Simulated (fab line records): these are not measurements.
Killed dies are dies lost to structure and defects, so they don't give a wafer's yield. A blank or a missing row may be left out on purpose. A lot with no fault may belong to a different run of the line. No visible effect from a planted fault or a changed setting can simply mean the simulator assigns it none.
Matching of chambers | flow sky130 | cmp-01 running SKY_LI_CONTACT_CMP_24: 4 sister chambers
The step polishes, stops on PSG, t overpolish 20 s, target thk 0 nm. 7 wafers are shown with their chamber, then 7 later ones without.

## WAFERS, EACH WITH ITS CHAMBER
wafer  | chamber | motorCurrentA (A) | timeToEndpointS (s)
L311.1 | 1       | 11.2              | 97
L314.5 | 0       | 11.5              | 102
L326.2 | 2       | 10.8              | 104
L326.3 | 3       | 10.6              | 104
L326.6 | 2       | 10.6              | 101
L327.1 | 3       | 11.2              | 108
L327.4 | 0       | 12.3              | 105

## WAFERS MISSING THEIR CHAMBER
wafer  | motorCurrentA (A) | timeToEndpointS (s)
L327.6 | 11.7              | 101
L328.2 | 10.6              | 103
L328.4 | 10.8              | 90
L328.5 | 10.9              | 102
L332.1 | 10.4              | 101
L332.4 | 11.2              | 87
L332.6 | 11.1              | 100

## WHICH CHAMBER EACH ONE RAN IN
wafer  | from the rows above               | in truth
L327.6 | can't be placed: 0 or 1 or 2 or 3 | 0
L328.2 | can't be placed: 2 or 3           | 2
L328.4 | 1                                 | 1
L328.5 | can't be placed: 2 or 3 or 1 or 0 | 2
L332.1 | can't be placed: 2 or 3 or 1      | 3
L332.4 | 1                                 | 1
L332.6 | can't be placed: 1 or 2 or 0 or 3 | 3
Correct placement for 2 of the 7. Unplaceable from these rows: 5, with the true chamber sitting among the candidates in 5. Number placed wrongly: 0.
How it was worked out, from the rows above alone: a wafer's distance from a chamber is the root of the sum, over the readings, of the square of ((its reading less the chamber's mean) divided by the reading's scatter). The wafer belongs to the nearest chamber; if the next one is less than 2 further off, it can't be placed. For every chamber, the mean is computed from those of its wafers that are shown. How the scatter is found: for the shown wafers, subtract from each reading the mean of its chamber, square and add these, divide the total by (wafers less chambers), then take the root.
